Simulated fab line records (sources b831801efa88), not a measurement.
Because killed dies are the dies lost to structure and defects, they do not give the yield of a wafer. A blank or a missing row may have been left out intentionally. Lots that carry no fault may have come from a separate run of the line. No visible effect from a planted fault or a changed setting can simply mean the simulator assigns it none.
2 desks, one fault    flow sky130    every desk sees just its own numbers, and what lay behind them comes last

## THE TOOL OWNER'S DESK: implanter-03
For each lot that ran on this tool, the mean over its sampled wafers that have a number, from the tool's own readings at SKY_NWELL_IMPLANT_24. Any lot whose mean is over 4 standard deviations away from the usual mean is out of limits and marked OUT; that distance is given in the brackets.
Columns: A = beam_energy_keV at SKY_NWELL_IMPLANT_24, usual 140.00; B = end_station_pressure_torr at SKY_NWELL_IMPLANT_24, usual 5.04e-06 Torr
lot   first seen here  A                         B
L810  day 7 03:23      140.03                    5.20e-06
L819  day 9 03:37      129.57 (-99 or more) OUT  5.24e-06
L820  day 9 11:31      129.64 (-99 or more) OUT  4.94e-06
Finding of this desk: L819, L820 out of limits; the first was L819 at day 9 03:37, on beam_energy_keV at SKY_NWELL_IMPLANT_24. In limits: L810.

## FROM THE METROLOGY DESK
What the gauges read, lot by lot, whatever tool the lot ran on: means of the sampled wafers that have a number. Any lot whose mean is over 4 standard deviations away from the usual mean is out of limits and marked OUT; that distance is given in the brackets.
Columns: A = NWELL_TW at SKY_NWELL_TW_MEAS_15, usual 1816; B = NWELL_01_OVL at SKY_NWELL_OVL_MEAS_23, usual -0.5 nm
lot   first seen here  A     B
L810  day 6 08:28      1782  -2.0
L811  day 6 09:10      1789  -1.0
L819  day 8 06:50      1796  1.0
L820  day 8 13:51      1823  -1.1
L822  day 8 20:45      1821  -0.3
L827  day 10 06:16     1811  -2.5
This desk's finding: nothing out of limits on any of the 6 lots.

## PUT TOGETHER
An alarm could have come from the tool owner's desk at day 9 03:37, on L819, L820.
Nothing out of limits was seen by the metrology desk.
The metrology desk holds a record of L819, L820, inside its limits.
The lots listed all ran SKY_NWELL_IMPLANT_24 on implanter-03.

## WHAT WAS PUT IN BY THE SIMULATOR
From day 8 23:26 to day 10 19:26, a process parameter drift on implanter-03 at SKY_NWELL_IMPLANT_24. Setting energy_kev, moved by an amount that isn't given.
Shown lots that were struck: L819, L820.
Delay in hours, fault start to first out-of-limits reading, by desk: the tool owner's desk at 4.
